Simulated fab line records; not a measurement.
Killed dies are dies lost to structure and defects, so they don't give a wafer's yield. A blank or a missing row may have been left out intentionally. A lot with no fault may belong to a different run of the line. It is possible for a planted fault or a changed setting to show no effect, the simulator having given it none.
Which tool did it? + flow gf180mcu + Sampling: 7 lots, 21 wafers, 2 of 602 route steps

WHAT THE GAUGES SHOWED, per wafer
GF_VT_IMPLANT_OVL_MEAS_18.
| lot  | measured     | on         | VT_IMPLANT_01_OVL (nm) |
|------|--------------|------------|------------------------|
| L399 | day 6 08:11  | overlay-01 | 1.5 2.6 2.2            |
| L410 | day 9 09:49  | overlay-01 | 1.0 2.9 1.1            |
| L412 | day 10 00:27 | overlay-01 | 2.9 3.0 2.0            |
| L414 | day 10 11:13 | overlay-02 | 2.6 1.9 1.8            |
| L417 | day 11 07:10 | overlay-01 | 0.7 0.8 1.0            |
| L419 | day 11 20:40 | overlay-01 | 2.4 1.9 3.0            |
| L421 | day 12 09:52 | overlay-01 | 0.3 -0.3 1.9           |

EACH LOT AND THE TOOL THAT RAN IT (in order: tool; ch and the chambers of the sampled wafers; start)
| lot  | GF_DNWELL_STRIP_08                  |
|------|-------------------------------------|
| L399 | plasma asher-04 ch 0,1, day 2 23:49 |
| L410 | plasma asher-01 ch 0,1, day 5 10:02 |
| L412 | plasma asher-04 ch 0,1, day 5 22:07 |
| L414 | plasma asher-04 ch 0,1, day 6 06:38 |
| L417 | plasma asher-03 ch 0,1, day 7 00:01 |
| L419 | plasma asher-01 ch 0, day 7 11:37   |
| L421 | plasma asher-01 ch 0,1, day 7 22:11 |
- GF_DNWELL_STRIP_08: strips in O2/N2.

THE ANSWER, worked out from the rows above alone
Rule: the lots themselves supply what counts as usual. Put in order of their means at a reading, lots are off if they are a third of the lots or fewer, leave a main group of 4 or more, and stand apart from it by a gap of 3 or more times the standard deviation of the main group's means; of several such gaps the widest counts. Not used: any main group whose means are identical at the precision the tables above print for the reading. Also off: a lot with no number at a reading for which 4 or more lots have one. All remaining lots with rows at the step are treated as sound.
No lot is off at any reading shown: from this, nothing can be told.

WHAT HAD BEEN PUT IN BY THE SIMULATOR
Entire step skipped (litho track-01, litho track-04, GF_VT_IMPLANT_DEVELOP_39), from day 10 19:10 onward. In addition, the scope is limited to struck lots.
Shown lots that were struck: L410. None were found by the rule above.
